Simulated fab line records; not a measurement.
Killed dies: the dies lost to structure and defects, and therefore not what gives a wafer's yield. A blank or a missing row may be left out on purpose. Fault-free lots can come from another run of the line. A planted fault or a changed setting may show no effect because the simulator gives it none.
fab line records	flow sky130
[record] lots = 11	wafers = 33	lastDay = 50
route steps=708 shown POLY_CUT@315 SD_N@356 SD_P@359 LI_CONTACT@376 PAD_OPEN@708
lots that met no fault: from a run of the same line without faults
startH: hours from the record's opening day to when the first of the lot's shown wafers began	waitH: time in hours since the lot's previous step	" identical to the entry in the row above	L1.1+2: several wafers, shown together as one row	- no value, or no start given	* or withheld: withheld	< > ~ a bound
route shown NAME@n: a module of which the file shows steps, and the number in the route of the first	usual: mean/standard deviation of fault-free wafers	same: alike in all rows	chamber/n: place in a boat	sites: per-site readings	_std_site: the values' standard deviation	_edge_site: mean of outer sites minus mean of inner sites	radiusMm: for every site, how far away it sits from the centre of the wafer	mask NAME#n: copy n	behind: tool/chamber where the wafer was last shaped	hold: reason for holding the lot/hours on hold/outcome of the hold	device: the transistor (n, p or np) that didn't switch	end of line: tests run on the same wafers once the route is complete	a step given without rows: its recipe and nothing more	killed: the dies lost at the first sort to structure and to defects; this is not the yield of the wafer	map: a wafer's dies, marking killed ones x, the rest . and places with no die _
set.NAME: the run value of the setting; set.NAME@STEP: its run value at that earlier step	model.NAME: the simulator's own value behind a step, which no gauge read
one table for each step of the route and one row for each wafer, over a sample of lots
services: a tool's chamber out of use, with start hour (startH, from the record's first day; less than 0 if before it), hours out, and reason
[[steps]]
[step SKY_POLY_CUT_CD_MEAS_08]
[recipe] targetCdNm = 270
[usual] cdNm = 270.0/1.6
lot.wafer	tool	chamber	startH	waitH	cdNm
L144.3	cdSem-02	-	584.19	-	271.7
L144.4	"	-	"	"	271.4
L144.6	"	-	"	"	271.2
L145.1	cdSem-02	-	584.91	-	270.4
L145.3	"	-	"	"	270.3
L145.4	"	-	"	"	271.1
L147.4	cdSem-02	-	585.32	-	270.5
L147.5	"	-	"	"	270.4
L147.6	"	-	"	"	271.1
L148.2	cdSem-01	-	637.63	-	268.7
L148.4	"	-	"	"	270.1
L148.5	"	-	"	"	270.5
L151.1	cdSem-02	-	639.15	-	270.3
L151.2	"	-	"	"	271.1
L151.4	"	-	"	"	270.6
L152.1	cdSem-01	-	639.17	-	270.2
L152.4	"	-	"	"	270.9
L152.6	"	-	"	"	270.7
L154.2	cdSem-02	-	648.74	-	267.3
L154.4	"	-	"	"	268.7
L154.5	"	-	"	"	267.7
L153.2	cdSem-01	-	650.84	-	270.6
L153.4	"	-	"	"	271.0
L153.6	"	-	"	"	271.3
L157.2	cdSem-02	-	664.88	-	268.5
L157.4	"	-	"	"	272.3
L157.6	"	-	"	"	269.3
L163.1	cdSem-02	-	722.97	-	269.9
L163.2	"	-	"	"	268.4
L163.6	"	-	"	"	271.5
L165.1	cdSem-01	-	736.61	-	267.0
L165.4	"	-	"	"	268.3
L165.6	"	-	"	"	268.2
[step SKY_SD_N_RTA_14]
[recipe] tempC = 1075	timeS = 2	idleTempC = 650	rampUpCPerS = 150	rampDownCPerS = 90	ambient = N2
[usual] annealTempCMax = 1080.7/1.1	lampPowerPct = 15.73/0.059	wafer_temp_C_max = 1078.0/1.3
lot.wafer	tool	chamber	startH	waitH	annealTempCMax	lampPowerPct	wafer_temp_C_max
L144.3	rtpAnneal-02	0	672.31	0.0	1078.7	15.73	1078.8
L144.4	"	0	"	"	1079.9	15.78	1078.8
L144.6	"	0	"	"	1080.8	15.66	1077.1
L145.1	rtpAnneal-01	0	673.49	0.0	1081.1	15.70	1077.6
L145.3	"	0	"	"	1080.5	15.70	1079.5
L145.4	"	0	"	"	1081.7	15.72	1079.2
L147.4	rtpAnneal-02	0	674.35	0.0	1082.6	15.73	1078.9
L147.5	"	0	"	"	1082.8	15.67	1076.5
L147.6	"	0	"	"	1079.4	15.74	1079.9
L148.2	rtpAnneal-02	0	723.74	0.0	1083.3	15.81	1077.1
L148.4	"	0	"	"	1080.1	15.78	1078.5
L148.5	"	0	"	"	1081.6	15.69	1076.7
L151.1	rtpAnneal-01	0	725.88	0.0	1078.8	15.71	1077.7
L151.2	"	0	"	"	1082.2	15.62	1079.1
L151.4	"	0	"	"	1080.6	15.73	1076.6
L152.1	rtpAnneal-02	0	726.77	0.0	1082.0	15.75	1076.4
L152.4	"	0	"	"	1080.3	15.69	1079.3
L152.6	"	0	"	"	1080.5	15.74	1078.1
L154.2	rtpAnneal-01	0	735.19	0.0	1080.7	15.79	1079.5
L154.4	"	0	"	"	1080.4	15.78	1080.6
L154.5	"	0	"	"	1078.9	15.78	1078.1
L153.2	rtpAnneal-02	0	736.94	0.0	1079.1	15.74	1078.4
L153.4	"	0	"	"	1080.0	15.71	1076.1
L153.6	"	0	"	"	1081.0	15.76	1076.8
L157.2	rtpAnneal-01	0	750.24	0.0	1080.0	15.79	1078.7
L157.4	"	0	"	"	1081.8	15.75	1078.6
L157.6	"	0	"	"	1082.3	15.77	1076.9
L163.1	rtpAnneal-01	0	805.92	0.0	1081.6	15.23	1078.8
L163.2	"	0	"	"	1078.8	15.27	1076.4
L163.6	"	0	"	"	1079.8	15.19	1077.6
L165.1	rtpAnneal-01	0	818.33	0.0	1079.1	15.17	1077.3
L165.4	"	0	"	"	1081.4	15.23	1077.3
L165.6	"	0	"	"	1079.9	15.28	1077.6
[step SKY_SD_N_RS_MEAS_16]
[recipe] thkMeasGauge = four-point-probe
[usual] SD_N_RS = 68.57/0.11
lot.wafer	tool	chamber	startH	waitH	hold	SD_N_RS[ohm/sq]
L144.3	filmMetro-03	-	672.50	0.1	-	68.58
L144.4	"	-	"	"	-	68.65
L144.6	"	-	"	"	-	68.59
L145.1	filmMetro-02	-	673.66	0.1	-	68.48
L145.3	"	-	"	"	-	68.59
L145.4	"	-	"	"	-	68.45
L147.4	filmMetro-04	-	674.55	0.1	-	68.56
L147.5	"	-	"	"	-	68.54
L147.6	"	-	"	"	-	68.59
L148.2	filmMetro-03	-	723.92	0.1	-	68.48
L148.4	"	-	"	"	-	68.53
L148.5	"	-	"	"	-	68.62
L151.1	filmMetro-02	-	726.06	0.1	-	68.61
L151.2	"	-	"	"	-	68.57
L151.4	"	-	"	"	-	68.60
L152.1	filmMetro-04	-	726.94	0.1	-	68.62
L152.4	"	-	"	"	-	68.43
L152.6	"	-	"	"	-	68.51
L154.2	filmMetro-03	-	735.38	0.1	-	68.55
L154.4	"	-	"	"	-	68.70
L154.5	"	-	"	"	-	68.64
L153.2	filmMetro-03	-	737.12	0.1	-	68.82
L153.4	"	-	"	"	-	68.74
L153.6	"	-	"	"	-	68.73
L157.2	filmMetro-02	-	750.42	0.1	-	68.69
L157.4	"	-	"	"	-	68.67
L157.6	"	-	"	"	-	68.50
L163.1	filmMetro-02	-	806.09	0.1	awaitDispo/0.2h/release	70.70
L163.2	"	-	"	"	awaitDispo/0.2h/release	70.82
L163.6	"	-	"	"	awaitDispo/0.2h/release	70.81
L163.1	filmMetro-02	-	806.45	0.3	-	70.71
L163.2	"	-	"	"	-	70.78
L163.6	"	-	"	"	-	70.72
L165.1	filmMetro-04	-	818.51	0.1	awaitDispo/0.2h/release	70.74
L165.4	"	-	"	"	awaitDispo/0.2h/release	70.80
L165.6	"	-	"	"	awaitDispo/0.2h/release	70.71
L165.1	filmMetro-04	-	818.87	0.3	-	70.88
L165.4	"	-	"	"	-	70.81
L165.6	"	-	"	"	-	70.81
[step SKY_SD_N_RS_MEAS_17]
[recipe] thkMeasGauge = four-point-probe
[usual] SD_P_RS = 147.1/0.37
lot.wafer	tool	chamber	startH	waitH	hold	SD_P_RS[ohm/sq]
L144.3	filmMetro-03	-	672.62	0.1	-	147.5
L144.4	"	-	"	"	-	147.4
L144.6	"	-	"	"	-	147.2
L145.1	filmMetro-02	-	673.78	0.1	-	147.0
L145.3	"	-	"	"	-	146.5
L145.4	"	-	"	"	-	146.8
L147.4	filmMetro-04	-	674.67	0.1	-	146.5
L147.5	"	-	"	"	-	147.1
L147.6	"	-	"	"	-	146.5
L148.2	filmMetro-03	-	724.04	0.1	-	146.8
L148.4	"	-	"	"	-	147.2
L148.5	"	-	"	"	-	147.0
L151.1	filmMetro-02	-	726.18	0.1	-	147.0
L151.2	"	-	"	"	-	146.4
L151.4	"	-	"	"	-	146.6
L152.1	filmMetro-04	-	727.06	0.1	-	147.0
L152.4	"	-	"	"	-	146.8
L152.6	"	-	"	"	-	147.1
L154.2	filmMetro-03	-	735.50	0.1	-	147.4
L154.4	"	-	"	"	-	147.4
L154.5	"	-	"	"	-	147.0
L153.2	filmMetro-03	-	737.24	0.1	-	147.8
L153.4	"	-	"	"	-	148.1
L153.6	"	-	"	"	-	147.7
L157.2	filmMetro-02	-	750.54	0.1	-	147.2
L157.4	"	-	"	"	-	147.1
L157.6	"	-	"	"	-	146.7
L163.1	filmMetro-02	-	807.56	1.1	awaitDispo/0.2h/release	159.8
L163.2	"	-	"	"	awaitDispo/0.2h/release	159.7
L163.6	"	-	"	"	awaitDispo/0.2h/release	159.7
L163.1	filmMetro-02	-	807.86	0.3	-	160.0
L163.2	"	-	"	"	-	159.6
L163.6	"	-	"	"	-	160.0
L165.1	filmMetro-04	-	823.76	4.9	awaitDispo/0.2h/release	159.4
L165.4	"	-	"	"	awaitDispo/0.2h/release	159.8
L165.6	"	-	"	"	awaitDispo/0.2h/release	159.9
L165.1	filmMetro-04	-	824.04	0.3	-	159.8
L165.4	"	-	"	"	-	159.8
L165.6	"	-	"	"	-	159.3
[step SKY_LI_CONTACT_ETCH_14]
[recipe] chemistry = N2/H2	target = BARC	ionEnergyEv = 200	sourceW = 500	biasW = 100	pressureMtorr = 30	n2FlowSccm = 100	h2FlowSccm = 200	stopOn = SiO2	timeS = 45.9	targetDepthA = 600
[usual] drypumpMotorCurrentA = 5.8/0.32	oesProductAu = 0.854/0.0046	throttleValvePct = 13.226/0.0088
lot.wafer	tool	chamber	startH	waitH	drypumpMotorCurrentA	oesProductAu	rfHoursCounterH	throttleValvePct
L144.3	rieDiel-02	1	701.22	0.0	5.4	0.851	7	13.232
L144.4	"	2	"	"	6.4	0.856	9	13.228
L144.6	"	0	"	"	5.7	0.857	-	13.217
L145.1	rieDiel-01	2	703.11	0.0	6.1	0.854	5	13.225
L145.3	"	3	"	"	6.1	0.855	5	13.226
L145.4	"	1	"	"	5.7	0.854	15	13.237
L147.4	rieDiel-03	1	704.07	0.0	6.3	0.856	3	13.225
L147.5	"	0	"	"	5.6	0.850	-	13.214
L147.6	"	1	"	"	6.3	0.856	-	13.234
L148.2	rieDiel-02	3	751.56	0.0	5.7	0.848	20	13.237
L148.4	"	1	"	"	5.5	0.852	8	13.217
L148.5	"	0	"	"	5.7	0.857	-	13.236
L151.1	rieDiel-01	0	755.07	0.0	5.7	0.858	30	13.231
L151.2	"	1	"	"	5.7	0.848	16	13.243
L151.4	"	2	"	"	6.1	0.848	6	13.239
L152.1	rieDiel-02	0	755.67	0.0	5.7	0.851	9	13.215
L152.4	"	2	"	"	6.4	0.858	10	13.198
L152.6	"	3	"	"	5.7	0.852	-	13.219
L154.2	rieDiel-02	0	763.62	0.0	5.7	0.847	10	13.226
L154.4	"	1	"	"	5.5	0.852	9	13.229
L154.5	"	3	"	"	5.7	0.851	-	13.222
L153.2	rieDiel-03	2	764.64	0.0	5.5	0.849	5	13.214
L153.4	"	0	"	"	5.6	0.854	17	13.224
L153.6	"	1	"	"	6.2	0.849	-	13.242
L157.2	rieDiel-02	0	778.01	0.0	5.7	0.849	10	13.216
L157.4	"	2	"	"	6.4	0.862	11	13.232
L157.6	"	2	"	"	6.4	0.864	-	13.228
L163.1	rieDiel-01	1	833.72	0.0	5.7	0.853	19	13.232
L163.2	"	3	"	"	6.1	0.856	9	13.230
L163.6	"	2	"	"	6.1	0.855	-	13.221
L165.1	rieDiel-03	3	845.82	0.0	5.4	0.845	4	13.228
L165.4	"	1	"	"	6.3	0.856	6	13.237
L165.6	"	1	"	"	6.3	0.860	-	13.226
[step SKY_LI_CONTACT_SPUTTER_20]
[recipe] material = TiN	targetThkNm = 20	chamberPressurePa = 5	powerW = 4000	timeS = 80
[usual] throttleValvePct = 30.1/0.73
lot.wafer	tool	chamber	startH	waitH	throttleValvePct
L144.3	pvdSputter-02	-	701.72	0.0	29.1
L144.4	"	-	"	"	29.7
L144.6	"	-	"	"	29.3
L145.1	pvdSputter-03	-	703.62	0.0	30.9
L145.3	"	-	"	"	30.1
L145.4	"	-	"	"	29.7
L147.4	pvdSputter-03	-	704.57	0.0	29.9
L147.5	"	-	"	"	29.5
L147.6	"	-	"	"	30.4
L148.2	pvdSputter-03	-	752.06	0.0	30.7
L148.4	"	-	"	"	29.4
L148.5	"	-	"	"	29.4
L151.1	pvdSputter-03	-	755.57	0.0	30.8
L151.2	"	-	"	"	30.6
L151.4	"	-	"	"	29.3
L152.1	pvdSputter-04	-	756.17	0.0	28.7
L152.4	"	-	"	"	30.3
L152.6	"	-	"	"	31.6
L154.2	pvdSputter-04	-	764.13	0.0	29.0
L154.4	"	-	"	"	31.0
L154.5	"	-	"	"	30.4
L153.2	pvdSputter-03	-	765.13	0.0	30.7
L153.4	"	-	"	"	29.4
L153.6	"	-	"	"	30.8
L157.2	pvdSputter-03	-	778.52	0.0	30.7
L157.4	"	-	"	"	29.4
L157.6	"	-	"	"	29.9
L163.1	pvdSputter-03	-	834.24	0.0	30.5
L163.2	"	-	"	"	30.6
L163.6	"	-	"	"	29.8
L165.1	pvdSputter-02	-	846.32	0.0	28.8
L165.4	"	-	"	"	29.2
L165.6	"	-	"	"	29.9
[step SKY_PAD_OPEN_PROBE_99]
[usual] killed_at_M0_to_M3 = 43/7.5	killed_at_M4_up = 3.0/1.6	killedAtContacts = 23/5.8	killedAtFrontEnd = 14/4.8	killedAtOther = 0.3/0.52	killedDies = 84/9.1	killedOpen = 47/7.2	killedShort = 37/5.8
[same] grossDies = 492	killedAtBackSide = 0
lot.wafer	tool	chamber	startH	waitH	killed_at_M0_to_M3	killed_at_M4_up	killedAtContacts	killedAtFrontEnd	killedAtOther	killedDies	killedOpen	killedShort
L144.3	prober-02	-	1095.65	0.2	45	3	16	12	0	76	44	32
L144.4	prober-02	-	1095.70	0.2	42	2	36	12	0	92	50	42
L144.6	prober-02	-	1095.80	0.2	34	3	26	16	0	79	43	33
L157.2	prober-01	-	1153.44	0.1	41	0	21	13	0	75	45	30
L157.4	prober-01	-	1153.54	0.2	51	4	23	12	0	90	52	38
L157.6	prober-01	-	1153.64	0.2	47	3	18	4	0	72	40	32
// killed by level:class
L144.3 VIA1:geometricParticle:open=12 METAL2:geometricParticle:short=8 CONTACT:geometricParticle:open=7 LI_CONTACT:geometricParticle:open=6 VIA1:geometricParticle:short=5 VIA2:geometricParticle:open=5 VIA3:geometricParticle:open=4 POLY_GATE:geometricParticle:open=3
L144.4 CONTACT:geometricParticle:open=13 VIA3:geometricParticle:short=10 VIA1:geometricParticle:open=9 LI_CONTACT:geometricParticle:open=8 CONTACT:geometricParticle:short=6 LOCAL_INTERCONNECT:geometricParticle:short=5 VIA3:geometricParticle:open=5 METAL1:geometricParticle:short=4
L144.6 LI_CONTACT:geometricParticle:open=9 CONTACT:geometricParticle:open=9 VIA1:geometricParticle:open=9 VIA2:geometricParticle:open=7 LOCAL_INTERCONNECT:geometricParticle:short=5 FIELD_ISO:geometricParticle:short=4 VIA1:geometricParticle:short=4 FIELD_ISO:geometricParticle:open=3
L157.2 VIA1:geometricParticle:open=10 LI_CONTACT:geometricParticle:open=9 CONTACT:geometricParticle:open=7 VIA2:geometricParticle:open=7 METAL1:geometricParticle:short=5 VIA1:geometricParticle:short=4 METAL2:geometricParticle:short=4 METAL3:geometricParticle:short=4
L157.4 VIA1:geometricParticle:open=9 LI_CONTACT:geometricParticle:open=8 VIA3:geometricParticle:open=8 METAL2:geometricParticle:short=8 CONTACT:geometricParticle:open=7 VIA2:geometricParticle:open=7 METAL1:geometricParticle:short=5 LOCAL_INTERCONNECT:geometricParticle:short=4
L157.6 VIA1:geometricParticle:open=13 METAL1:geometricParticle:short=7 CONTACT:geometricParticle:open=6 CONTACT:geometricParticle:short=5 LI_CONTACT:geometricParticle:open=5 VIA2:geometricParticle:open=5 VIA1:geometricParticle:short=4 METAL2:geometricParticle:short=4
[[services]]
tool	chamber	startH	hours	kind
pvdSputter-04	3	652.70	-	consumableReplace:kit
pvdSputter-04	3	652.70	18.0	scheduledDown
pvdSputter-04	3	652.70	18.0	ventCycle
rieDiel-02	1	664.40	11.0	repair
rieDiel-01	0	668.23	1.8	repair
pvdSputter-04	-	675.54	7.0	repair
rieDiel-03	1	682.75	5.4	repair
pvdSputter-03	-	694.76	1.7	repair
pvdSputter-02	-	703.26	4.1	repair
pvdSputter-03	2	707.06	-	consumableReplace:kit
pvdSputter-03	2	707.06	18.0	scheduledDown
pvdSputter-03	2	707.06	18.0	ventCycle
rieDiel-03	1	769.78	2.3	repair
rieDiel-01	2	776.14	6.9	repair
rieDiel-01	2	799.37	4.4	repair
rtpAnneal-02	-	807.18	5.8	pm
rieDiel-01	0	820.54	-	clean
rieDiel-01	0	820.54	16.1	scheduledDown
rieDiel-01	0	820.54	16.1	ventCycle
rtpAnneal-01	-	831.85	6.3	pm
rieDiel-02	3	837.33	2.5	repair
[[key]]
[firstSign] step = SKY_SD_N_RTA_14	reading = lampPowerPct	direction = down	sigmas = 8.6	usual = 15.73	struck = 15.23
[effect] step = SKY_SD_N_RS_MEAS_16	reading = visit	direction = added
[effect] step = SKY_SD_N_RS_MEAS_16	reading = SD_N_RS	direction = up	sigmas = 21	usual = 68.57	struck = 70.76
[effect] step = SKY_SD_N_RS_MEAS_17	reading = visit	direction = added
[effect] step = SKY_SD_N_RS_MEAS_17	reading = SD_P_RS	direction = up	sigmas = 34	usual = 147.1	struck = 159.7
metAt SKY_SD_N_RTA_14
struckLots L163,L165
testerLeftOut L163,L165
notActingAt SKY_POLY_CUT_CD_MEAS_08,SKY_LI_CONTACT_ETCH_14,SKY_LI_CONTACT_SPUTTER_20
onsetBetween 750.24 805.92
[fault] kind = processParameterDrift	tool = rtpAnneal-01	chamber = -	onsetH = 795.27	steps = SKY_SD_N_RTA_14	channel = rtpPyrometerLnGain	offset = 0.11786	shape = step	endH = 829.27
// testerLeftOut: of these lots the tester's yield and bins aren't shown, on N5 and GAA mostly nor the transistor test; their killed dies are dies lost to structure and defects alone, not to doping, threshold or leakage, so they don't give the yield
